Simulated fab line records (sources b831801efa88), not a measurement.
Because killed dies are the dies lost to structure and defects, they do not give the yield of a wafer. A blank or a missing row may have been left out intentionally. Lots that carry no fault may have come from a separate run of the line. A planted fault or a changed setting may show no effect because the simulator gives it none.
The tool behind it: which one?	flow sfqLine	7 lots, 21 wafers sampled, at 4 steps of a route of 325

WHAT THE GAUGES READ, wafer by wafer
SFQ_M1_OVL_MEAS_911.
lot	measured	on	M1_OVL (nm)
L170	day 15 20:03	overlay-02	0 -6 -1
L172	day 16 07:50	overlay-02	0 -3 -2
L174	day 16 22:18	overlay-02	2 4 6
L176	day 18 09:22	overlay-02	2 2 3
L178	day 18 23:46	overlay-01	2 4 -1
L181	day 22 00:59	overlay-01	7 5 9
L184	day 22 21:22	overlay-01	0 11 8

WHAT TOOL EACH LOT RAN ON (gives the tool, then ch and the chambers of the sampled wafers, and finally the start)
lot	SFQ_TRILAYER_INCOMING_OXIDATION_002	SFQ_TRILAYER_L0_VIA_STRIP_STRIP_017	SFQ_TRILAYER_M0_STRIP_STRIP_025
L170	furnace-02 ch 0, day 1 20:07	rieMetal-03 ch 1, day 5 05:14	rieMetal-04 ch 0,1, day 5 22:16
L172	furnace-02 ch 0, day 2 06:07	rieMetal-01 ch 0,1, day 5 18:26	rieMetal-03 ch 0,1, day 6 16:13
L174	furnace-02 ch 0, day 2 16:07	rieMetal-03 ch 0,1, day 6 09:02	rieMetal-03 ch 0,1, day 7 09:19
L176	furnace-02 ch 0, day 3 02:07	rieMetal-04 ch 0,1, day 6 18:26	rieMetal-03 ch 0,1, day 7 18:43
L178	furnace-02 ch 0, day 3 12:07	rieMetal-04 ch 0,1, day 7 08:22	rieMetal-03 ch 1, day 8 06:43
L181	furnace-01 ch 0, day 4 03:07	rieMetal-04 ch 0,1, day 9 19:56	rieMetal-04 ch 0,1, day 10 15:32
L184	furnace-02, day 4 18:07	rieMetal-01 ch 0,1, day 10 10:08	rieMetal-04 ch 0,1, day 11 08:08
- SFQ_TRILAYER_INCOMING_OXIDATION_002: target thk 500 nm, ox time 4939 s.
- SFQ_TRILAYER_L0_VIA_STRIP_STRIP_017: strips in O2.
- SFQ_TRILAYER_M0_STRIP_STRIP_025: strips in O2.

THE ANSWER, worked out from the rows above alone
Rule: the lots themselves supply what counts as usual. Put in order of their means at a reading, lots are off if they are a third of the lots or fewer, leave a main group of 4 or more, and stand apart from it by a gap of 3 or more times the standard deviation of the main group's means; of several such gaps the widest counts. A main group whose means are all the same, to the digits that the tables above print for the reading, isn't used. Also off: a lot with no number at a reading for which 4 or more lots have one. The other lots that the step has rows for count as sound.
Across all readings shown, no lot is off: no conclusion can be drawn from this.

WHAT THE SIMULATOR HAD PUT IN
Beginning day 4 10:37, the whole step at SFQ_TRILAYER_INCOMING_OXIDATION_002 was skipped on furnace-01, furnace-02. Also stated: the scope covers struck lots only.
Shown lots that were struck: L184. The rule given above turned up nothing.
